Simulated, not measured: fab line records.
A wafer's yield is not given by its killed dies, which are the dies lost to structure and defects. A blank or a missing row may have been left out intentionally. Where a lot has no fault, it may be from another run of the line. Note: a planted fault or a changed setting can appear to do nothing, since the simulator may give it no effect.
fab line records    flow sky130
record: lots: 11  wafers: 33  last_day: 50
route steps=708 shown SONOS_TUNNEL@161 SONOS_ONO@169 POLY_GATE@231 LDD_P@265
lots that met no fault: from a run of the same line without faults
start_h: the number of hours between the record's first day and the start of the first shown wafer of the lot    wait_h: how many hours have passed since the lot's step before this one    " identical to the entry in the row above    L1.1+2: one row covering several wafers at once    - value missing, or start not given    * or withheld: withheld    < > ~ a bound
route shown NAME@n: a module of which the file shows steps, and the number in the route of the first    usual: the fault-free wafers' mean and standard deviation    same: alike in all rows    chamber/n: place in a boat    sites: readings site by site    _std_site: their standard deviation    _edge_site: outer sites' mean less inner sites'    radius_mm: how far each site lies from the wafer's centre    mask NAME#n: copy n    behind: the last tool/chamber to shape the wafer    hold: why the lot went on hold/how many hours it stayed there/how the hold came to an end    device: transistor that didn't switch, given as n, p or np    end of line: the same wafers' tests at the end of the route    a step given without rows: its recipe and nothing more    killed: dies lost to structure and defects at the first sort, not the wafer's yield    map: dies across one wafer; x = killed, . = not, _ = none there
set.NAME: the setting as run; set.NAME@STEP: as run at that earlier step    model.NAME: the simulator's own value behind a step, which no gauge read
one table for each step of the route and one row for each wafer, over a sample of lots
services: a tool's chamber out of use, with start hour (start_h, from the record's first day; less than 0 if before it), hours out, and reason
== steps ==
step: SKY_SONOS_TUNNEL_CD_MEAS_07
recipe: target_cd_nm: 410
usual: cd_nm: 409.5/2.2
lot.wafer  tool       chamber  start_h  wait_h  cd_nm
L404.1     cd_sem-02  -        258.86   0.1     408.1
L404.2     "          -        "        "       407.2
L404.3     "          -        "        "       410.0
L405.1     cd_sem-01  -        264.31   0.1     409.4
L405.2     "          -        "        "       409.6
L405.4     "          -        "        "       412.7
L406.3     cd_sem-01  -        275.34   0.1     411.1
L406.5     "          -        "        "       413.4
L406.6     "          -        "        "       414.4
L410.1     cd_sem-02  -        317.46   0.1     409.0
L410.3     "          -        "        "       407.7
L410.6     "          -        "        "       409.0
L415.1     cd_sem-02  -        352.11   0.1     412.3
L415.2     "          -        "        "       411.6
L415.6     "          -        "        "       412.1
L418.1     cd_sem-02  -        368.11   0.1     412.3
L418.4     "          -        "        "       408.6
L418.5     "          -        "        "       411.6
L420.1     cd_sem-01  -        388.65   0.1     408.4
L420.2     "          -        "        "       406.8
L420.4     "          -        "        "       410.4
L421.1     cd_sem-01  -        393.96   0.1     408.0
L421.2     "          -        "        "       407.2
L421.5     "          -        "        "       406.2
L423.3     cd_sem-01  -        410.10   0.1     408.9
L423.5     "          -        "        "       410.5
L423.6     "          -        "        "       409.0
L425.1     cd_sem-02  -        427.91   0.1     408.9
L425.3     "          -        "        "       407.6
L425.5     "          -        "        "       409.4
L426.2     cd_sem-02  -        438.48   0.1     408.7
L426.3     "          -        "        "       408.8
L426.5     "          -        "        "       408.3
step: SKY_SONOS_ONO_THK_MEAS_01
recipe: reads: SiO2_of_SONOS_ONO_OXIDATION_00
usual: SONOS_ONO_OXIDATION_THK: 2.60/0.055
lot.wafer  tool           chamber  start_h  wait_h  SONOS_ONO_OXIDATION_THK[nm]
L404.1     film_metro-02  -        262.65   0.0     2.55
L404.2     "              -        "        "       2.52
L404.3     "              -        "        "       2.62
L405.1     film_metro-03  -        266.90   0.0     2.58
L405.2     "              -        "        "       2.61
L405.4     "              -        "        "       2.51
L406.3     film_metro-03  -        278.00   0.0     2.54
L406.5     "              -        "        "       2.53
L406.6     "              -        "        "       2.55
L410.1     film_metro-03  -        319.45   0.0     2.63
L410.3     "              -        "        "       2.61
L410.6     "              -        "        "       2.60
L415.1     film_metro-03  -        355.80   0.0     2.57
L415.2     "              -        "        "       2.65
L415.6     "              -        "        "       2.57
L418.1     film_metro-02  -        371.51   0.0     2.65
L418.4     "              -        "        "       2.61
L418.5     "              -        "        "       2.63
L420.1     film_metro-03  -        393.27   0.0     2.64
L420.2     "              -        "        "       2.58
L420.4     "              -        "        "       2.61
L421.1     film_metro-03  -        397.29   0.0     2.70
L421.2     "              -        "        "       2.66
L421.5     "              -        "        "       2.71
L423.3     film_metro-02  -        414.11   0.0     2.66
L423.5     "              -        "        "       2.59
L423.6     "              -        "        "       2.58
L425.1     film_metro-03  -        430.11   0.0     2.70
L425.3     "              -        "        "       2.68
L425.5     "              -        "        "       2.58
L426.2     film_metro-04  -        440.49   0.0     2.53
L426.3     "              -        "        "       2.54
L426.5     "              -        "        "       2.59
step: SKY_POLY_GATE_ETCH_17
recipe: target_depth_nm: 180  stop_on: SiO2  over_etch_frac: 0.56667  chemistry: HBr/Cl2  target: poly-Si  icp_w: 400  bias_w: 100  pressure_mtorr: 10  HBr_flow_sccm: 150  Cl2_flow_sccm: 50  time_s: 70.5
usual: bias_w: 100.02/0.28  drypump_motor_current_A: 5.8/0.43  oes_product_au: 0.985/0.0074  throttle_valve_pct: 33.683/0.0092
lot.wafer  tool       chamber  start_h  wait_h  bias_w  drypump_motor_current_A  oes_product_au  rf_hours_counter_h  throttle_valve_pct
L404.1     rie_si-01  3        380.45   0.0     100.16  5.2                      0.987           32                  33.676
L404.2     "          1        "        "       99.94   5.7                      0.988           4                   33.683
L404.3     "          2        "        "       100.43  5.6                      0.991           6                   33.661
L405.1     rie_si-01  0        389.40   0.0     100.47  5.4                      0.985           5                   33.694
L405.2     "          2        "        "       99.98   5.6                      0.986           6                   33.690
L405.4     "          1        "        "       99.77   5.7                      0.988           4                   33.686
L406.3     rie_si-01  0        399.24   0.0     99.53   5.4                      1.003           5                   33.685
L406.5     "          3        "        "       99.99   5.2                      1.004           -                   33.662
L406.6     "          2        "        "       99.81   5.6                      0.994           -                   33.682
L410.1     rie_si-02  1        449.20   0.0     99.66   6.2                      0.984           5                   33.688
L410.3     "          2        "        "       100.07  5.8                      0.990           6                   33.691
L410.6     "          0        "        "       99.87   6.6                      0.971           -                   33.697
L415.1     rie_si-01  2        490.10   0.0     99.64   5.6                      0.987           6                   33.685
L415.2     "          0        "        "       100.42  5.4                      0.991           5                   33.682
L415.6     "          1        "        "       100.41  5.7                      0.986           -                   33.684
L418.1     rie_si-01  2        501.75   0.0     99.65   5.6                      0.989           6                   33.682
L418.4     "          0        "        "       100.27  5.4                      1.005           5                   33.685
L418.5     "          1        "        "       100.21  5.7                      0.995           -                   33.688
L420.1     rie_si-02  0        524.45   0.0     99.87   6.6                      0.983           1                   33.703
L420.2     "          3        "        "       99.78   6.4                      0.983           3                   33.684
L420.4     "          2        "        "       100.05  5.8                      0.976           6                   33.666
L421.1     rie_si-01  2        531.25   0.0     99.74   5.6                      1.004           7                   33.700
L421.2     "          0        "        "       99.52   5.4                      0.996           6                   33.680
L421.5     "          3        "        "       99.49   5.2                      0.983           -                   33.698
L423.3     rie_si-01  1        547.35   0.0     99.58   5.7                      0.983           5                   33.673
L423.5     "          3        "        "       100.26  5.2                      0.988           -                   33.668
L423.6     "          2        "        "       100.31  5.6                      0.981           -                   33.672
L425.1     rie_si-01  3        559.79   0.0     99.80   5.2                      0.982           33                  33.685
L425.3     "          0        "        "       100.26  5.3                      0.983           6                   33.705
L425.5     "          1        "        "       99.64   5.7                      0.987           -                   33.682
L426.2     rie_si-01  2        580.45   0.0     99.44   5.6                      0.987           7                   33.685
L426.3     "          0        "        "       99.98   5.4                      0.983           6                   33.686
L426.5     "          0        "        "       100.63  5.4                      0.977           -                   33.687
step: SKY_POLY_GATE_STRIP_18
recipe: chemistry: O2/N2  power_w: 1400  pressure_mtorr: 1500  platen_temp_c: withheld  o2_flow_sccm: 3000  n2_flow_sccm: 300  overash_fraction: 0.5
usual: drypump_motor_current_A: 5.6/0.39  oes_product_au: 0.360/0.0046  strip_time_to_endpoint_s: 3.16/0.042
same: overash_fraction: 0.5
lot.wafer  tool             chamber  start_h  wait_h  drypump_motor_current_A  oes_product_au  rf_hours_counter_h  strip_time_to_endpoint_s
L404.1     plasma_asher-04  1        380.51   0.0     5.3                      0.362           25                  3.09
L404.2     "                0        "        "       5.8                      0.366           25                  3.18
L404.3     "                1        "        "       5.3                      0.362           -                   3.19
L405.1     plasma_asher-04  0        389.46   0.0     5.8                      0.362           26                  3.19
L405.2     "                1        "        "       5.3                      0.370           26                  3.15
L405.4     "                1        "        "       5.3                      0.345           -                   2.75
L406.3     plasma_asher-02  1        399.33   0.1     5.4                      0.342           -                   2.81
L406.5     "                0        "        "       6.2                      0.350           -                   2.82
L406.6     "                1        "        "       5.4                      0.365           -                   3.20
L410.1     plasma_asher-04  1        449.26   0.0     5.3                      0.355           31                  3.20
L410.3     "                1        "        "       5.3                      0.354           -                   3.17
L410.6     "                1        "        "       5.3                      0.361           -                   3.19
L415.1     plasma_asher-04  0        490.16   0.0     5.8                      0.355           35                  3.16
L415.2     "                1        "        "       5.3                      0.361           35                  3.17
L415.6     "                0        "        "       5.8                      0.358           -                   3.19
L418.1     plasma_asher-03  0        501.81   0.0     4.9                      0.366           66                  3.21
L418.4     "                0        "        "       5.0                      0.362           -                   3.18
L418.5     "                1        "        "       5.9                      0.357           -                   3.19
L420.1     plasma_asher-02  0        524.51   0.0     6.2                      0.362           8                   3.13
L420.2     "                1        "        "       5.4                      0.361           8                   3.16
L420.4     "                0        "        "       6.2                      0.358           -                   3.12
L421.1     plasma_asher-02  0        531.31   0.0     6.2                      0.357           9                   3.13
L421.2     "                1        "        "       5.4                      0.363           9                   3.21
L421.5     "                1        "        "       5.4                      0.367           -                   3.16
L423.3     plasma_asher-02  1        547.44   0.1     5.4                      0.356           -                   3.11
L423.5     "                0        "        "       6.2                      0.363           -                   3.17
L423.6     "                1        "        "       5.5                      0.361           -                   3.05
L425.1     plasma_asher-02  1        559.84   0.0     5.4                      0.362           12                  3.18
L425.3     "                1        "        "       5.4                      0.362           -                   3.18
L425.5     "                1        "        "       5.4                      0.364           -                   3.19
L426.2     plasma_asher-04  1        580.51   0.0     5.3                      0.356           44                  3.15
L426.3     "                1        "        "       5.3                      0.355           -                   3.10
L426.5     "                0        "        "       5.8                      0.361           -                   3.12
step: SKY_LDD_P_STRIP_10
recipe: chemistry: O2/N2  power_w: 1400  pressure_mtorr: 1500  platen_temp_c: withheld  o2_flow_sccm: 3000  n2_flow_sccm: 300  overash_fraction: 0.5
usual: drypump_motor_current_A: 5.6/0.38  oes_product_au: 0.715/0.0048  strip_time_to_endpoint_s: 14.18/0.048
same: overash_fraction: 0.5
lot.wafer  tool             chamber  start_h  wait_h  drypump_motor_current_A  oes_product_au  rf_hours_counter_h  strip_time_to_endpoint_s
L404.1     plasma_asher-03  1        443.21   0.1     5.8                      0.722           61                  14.15
L404.2     "                0        "        "       4.9                      0.718           61                  14.15
L404.3     "                1        "        "       5.8                      0.712           -                   14.20
L405.1     plasma_asher-04  0        455.39   0.1     5.8                      0.711           31                  14.24
L405.2     "                1        "        "       5.3                      0.720           31                  14.23
L405.4     "                0        "        "       5.8                      0.712           -                   14.16
L406.3     plasma_asher-03  0        465.00   0.1     5.0                      0.711           -                   14.15
L406.5     "                1        "        "       5.8                      0.712           -                   14.13
L406.6     "                0        "        "       5.0                      0.709           -                   14.15
L410.1     plasma_asher-04  0        514.61   0.1     5.8                      0.715           37                  14.21
L410.3     "                0        "        "       5.8                      0.708           -                   14.25
L410.6     "                0        "        "       5.8                      0.722           -                   14.21
L415.1     plasma_asher-03  0        551.86   0.1     5.0                      0.725           72                  14.17
L415.2     "                1        "        "       5.9                      0.711           72                  14.15
L415.6     "                1        "        "       5.8                      0.715           -                   14.21
L418.1     plasma_asher-04  0        564.66   0.1     5.8                      0.724           42                  14.15
L418.4     "                1        "        "       5.3                      0.709           -                   14.18
L418.5     "                1        "        "       5.3                      0.724           -                   14.20
L420.1     plasma_asher-04  1        586.51   0.1     5.3                      0.718           44                  14.24
L420.2     "                0        "        "       5.8                      0.718           44                  14.17
L420.4     "                1        "        "       5.3                      0.717           -                   14.24
L421.1     plasma_asher-04  1        592.56   0.1     5.3                      0.711           45                  14.10
L421.2     "                0        "        "       5.8                      0.714           45                  14.11
L421.5     "                0        "        "       5.8                      0.720           -                   14.18
L423.3     plasma_asher-01  0        608.39   0.1     5.7                      0.718           -                   14.11
L423.5     "                1        "        "       6.2                      0.712           -                   14.15
L423.6     "                0        "        "       5.7                      0.712           -                   14.14
L425.1     plasma_asher-01  0        621.44   0.1     5.7                      0.721           93                  14.20
L425.3     "                1        "        "       6.1                      0.716           -                   14.21
L425.5     "                0        "        "       5.7                      0.724           -                   14.22
L426.2     plasma_asher-04  0        642.36   0.1     5.8                      0.708           50                  14.11
L426.3     "                1        "        "       5.3                      0.710           -                   14.12
L426.5     "                1        "        "       5.3                      0.707           -                   14.06
== services ==
tool             chamber  start_h  hours  kind
rie_si-01        1        374.07   2.0    repair
rie_si-02        -        386.53   0.3    repair
rie_si-01        -        389.56   2.8    pm
plasma_asher-03  -        398.54   1.7    repair
plasma_asher-01  -        411.08   1.6    repair
plasma_asher-02  -        421.25   9.0    pm
plasma_asher-04  -        431.73   14.6   pm
plasma_asher-02  -        445.92   0.6    repair
plasma_asher-02  -        447.96   2.8    pm
rie_si-01        3        484.76   5.5    repair
rie_si-01        0        485.30   3.7    repair
plasma_asher-03  -        496.29   5.1    repair
plasma_asher-02  -        507.51   14.6   pm
plasma_asher-01  -        527.95   4.3    pm
plasma_asher-04  -        528.25   2.8    pm
rie_si-02        2        529.75   4.5    repair
plasma_asher-04  -        531.01   3.3    repair
rie_si-02        0        540.03   1.0    repair
rie_si-01        0        554.30   2.1    repair
rie_si-01        3        595.69   -      clean
rie_si-01        3        595.69   35.6   scheduled_down
plasma_asher-03  -        596.78   14.6   pm
rie_si-02        -        634.66   0.1    repair
plasma_asher-04  -        637.61   4.7    repair
== key ==
first_sign: step: SKY_POLY_GATE_STRIP_18  reading: strip_time_to_endpoint_s  direction: down  sigmas: 8.8  usual: *  struck: *
effect: step: SKY_POLY_GATE_STRIP_18  reading: oes_product_au  direction: down  sigmas: 3.2  usual: 0.360  struck: 0.345
met_at SKY_POLY_GATE_ETCH_17
struck_lots L405,L406
struck_wafers L405.4,L406.3,L406.5
tester_left_out L405,L406
not_acting_at SKY_SONOS_TUNNEL_CD_MEAS_07,SKY_SONOS_ONO_THK_MEAS_01,SKY_LDD_P_STRIP_10
onset_between 380.45 389.40
fault: kind: process_parameter_drift  tool: rie_si-01  chamber: -  onset_h: 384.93  steps: SKY_POLY_GATE_ETCH_17  channel: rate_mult  offset: 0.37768  shape: step  end_h: 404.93  scope: struck_wafers_only
tester_left_out: of these lots the tester's yield and bins aren't shown, on N5 and GAA mostly nor the transistor test; their killed dies are dies lost to structure and defects alone, not to doping, threshold or leakage, so they don't give the yield
